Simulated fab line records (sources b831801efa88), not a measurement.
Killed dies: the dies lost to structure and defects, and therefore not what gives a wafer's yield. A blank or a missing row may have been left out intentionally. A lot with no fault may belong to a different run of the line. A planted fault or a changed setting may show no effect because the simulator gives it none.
The tool behind it: which one?	flow sky130	Sampling: 11 lots, 33 wafers, 4 of 708 route steps

## WHAT THE GAUGES SHOWED, per wafer
SKY_LI_CONTACT_RS_MEAS_22: measurement is done with a four-point probe.
lot	measured	on	LI_CONTACT_W_RS (ohm/sq)
L557	day 31 01:27	filmMetro-03	0.2867 0.2859 0.2898
L558	day 31 01:35	filmMetro-01	0.2812 0.2832 0.2861
L561	day 32 04:30	filmMetro-01	0.2872 0.2877 0.2865
L564	day 33 06:05	filmMetro-02	0.2870 0.2873 0.2832
L565	day 34 16:18	filmMetro-03	0.2830 0.2835 0.2850
L566	day 34 17:43	filmMetro-02	0.2848 0.2772 0.2822
L569	day 34 21:53	filmMetro-02	0.2874 0.2854 0.2864
L570	day 35 02:01	filmMetro-02	0.2829 0.2832 0.2861
L572	day 35 13:18	filmMetro-01	0.2845 0.2827 0.2839
L574	day 36 04:34	filmMetro-01	0.2824 0.2830 0.2844
L575	day 36 09:02	filmMetro-01	0.2797 0.2844 0.2842

SKY_CONTACT_THK_MEAS_03.
lot	measured	on	CONTACT_HDPCVD_THK (nm)
L557	day 32 06:59	filmMetro-04	558 550 561
L558	day 32 08:00	filmMetro-02	572 570 573
L561	day 33 09:20	filmMetro-01	548 556 554
L564	day 34 11:22	filmMetro-01	569 570 565
L565	day 35 20:24	filmMetro-01	561 554 565
L566	day 35 20:46	filmMetro-02	565 569 570
L569	day 36 01:51	filmMetro-01	559 563 560
L570	day 36 05:38	filmMetro-04	562 564 557
L572	day 36 16:46	filmMetro-04	567 566 560
L574	day 37 07:59	filmMetro-02	559 561 556
L575	day 37 13:23	filmMetro-02	572 572 572

## WHAT TOOL EACH LOT RAN ON (gives the tool, then ch and the chambers of the sampled wafers, and finally the start)
lot	SKY_LOCAL_INTERCONNECT_METAL_ETCH_14	SKY_LOCAL_INTERCONNECT_STRIP_15
L557	rieMetal-03 ch 0,1, day 32 06:11	plasmaAsher-04 ch 0,1, day 32 06:14
L558	rieMetal-04 ch 0,1, day 32 07:10	plasmaAsher-03 ch 0,1, day 32 07:13
L561	rieMetal-04 ch 0,1, day 33 08:31	plasmaAsher-01 ch 0,1, day 33 08:34
L564	rieMetal-01 ch 0,1, day 34 10:13	plasmaAsher-03 ch 0,1, day 34 10:16
L565	rieMetal-04 ch 0,1, day 35 19:35	plasmaAsher-04 ch 0,1, day 35 19:38
L566	rieMetal-03 ch 0,1, day 35 19:57	plasmaAsher-03 ch 0,1, day 35 20:01
L569	rieMetal-03 ch 0,1, day 36 00:59	plasmaAsher-01 ch 0,1, day 36 01:03
L570	rieMetal-04 ch 0,1, day 36 04:44	plasmaAsher-01 ch 0,1, day 36 04:48
L572	rieMetal-04 ch 0,1, day 36 15:53	plasmaAsher-01 ch 0,1, day 36 15:56
L574	rieMetal-03 ch 0, day 37 07:06	plasmaAsher-04 ch 0,1, day 37 07:11
L575	rieMetal-04 ch 0,1, day 37 12:31	plasmaAsher-01 ch 0,1, day 37 12:34
- SKY_LOCAL_INTERCONNECT_METAL_ETCH_14: etches TiN in Cl2/BCl3, stops on PSG, target depth 110 nm, time 31.4 s.
- SKY_LOCAL_INTERCONNECT_STRIP_15: strips in O2/N2.

## WHAT THE TOOLS THEMSELVES READ (means of the sampled wafers that have a number; where no wafer has one, the mark that the record gives instead)
SKY_LOCAL_INTERCONNECT_METAL_ETCH_14.
lot	tool	biasW (W)	drypumpMotorCurrentA (A)	oesProductAu (a.u.)	throttleValvePct (%)
L557	rieMetal-03	48.56	5.9	0.931	21.916
L558	rieMetal-04	48.57	5.0	0.935	21.909
L561	rieMetal-04	48.38	5.0	0.929	21.901
L564	rieMetal-01	48.47	5.5	0.938	21.896
L565	rieMetal-04	48.51	5.1	0.932	21.905
L566	rieMetal-03	48.63	5.7	0.939	21.902
L569	rieMetal-03	48.54	5.9	0.936	21.910
L570	rieMetal-04	48.52	5.1	0.936	21.905
L572	rieMetal-04	53.39	5.0	0.935	21.903
L574	rieMetal-03	48.45	6.1	0.926	21.908
L575	rieMetal-04	58.24	5.1	0.946	21.902

SKY_LOCAL_INTERCONNECT_STRIP_15.
lot	tool	drypumpMotorCurrentA (A)	n2FlowSccm (sccm)	oesProductAu (a.u.)	stripTimeToEndpointS (s)
L557	plasmaAsher-04	5.64	299.5	0.426	4.701
L558	plasmaAsher-03	5.67	301.0	0.425	4.752
L561	plasmaAsher-01	5.10	298.9	0.426	4.723
L564	plasmaAsher-03	5.55	299.9	0.423	4.707
L565	plasmaAsher-04	5.61	299.2	0.430	4.717
L566	plasmaAsher-03	5.64	300.0	0.426	4.745
L569	plasmaAsher-01	5.12	300.7	0.423	4.732
L570	plasmaAsher-01	5.13	300.8	0.429	4.701
L572	plasmaAsher-01	5.10	300.3	0.428	4.717
L574	plasmaAsher-04	5.67	299.5	0.429	4.743
L575	plasmaAsher-01	5.12	300.4	0.428	4.661

## THE ANSWER, worked out from the rows above alone
Rule: what is usual is taken from the lots themselves. Put in order of their means at a reading, lots are off if they are a third of the lots or fewer, leave a main group of 4 or more, and stand apart from it by a gap of 3 or more times the standard deviation of the main group's means; of several such gaps the widest counts. A main group is skipped when, at the precision printed for the reading in the tables above, its means are all equal. A lot without any number at a reading at which 4 lots or more have one is off too. Any other lot the step has rows for is counted as sound. First the gauges in route order, then the tools' own readings, where a lot's mean is used as printed above. At the first step where some lot is off, the reading lying furthest off is the one used; lots without a number count as furthest.
Off: L572, L575 (SKY_LOCAL_INTERCONNECT_METAL_ETCH_14, biasW). Mean 48.51 W and standard deviation 0.069 in the main group.
If a tool, at that step or one of the process steps before it, ran each lot that is off and ran no sound lot following the first of them, it fits. One fits: SKY_LOCAL_INTERCONNECT_METAL_ETCH_14 on rieMetal-04. A fault onset in the window from L570 (day 36 04:44, its last sound lot) to L572 (day 36 15:53, its first lot off) fits.
The tool's own readings at SKY_LOCAL_INTERCONNECT_METAL_ETCH_14 bear it out: on the lots that are off they differ by more than 5 times the standard deviation of the sound lots' means. biasW reads 55.81 W there against 48.51 W on the sound lots.

## WHAT THE SIMULATOR HAD PUT IN
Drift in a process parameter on rieMetal-04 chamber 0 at SKY_LOCAL_INTERCONNECT_METAL_ETCH_14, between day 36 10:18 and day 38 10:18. The setting biasW was moved by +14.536, starting from 48.5. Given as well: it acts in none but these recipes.
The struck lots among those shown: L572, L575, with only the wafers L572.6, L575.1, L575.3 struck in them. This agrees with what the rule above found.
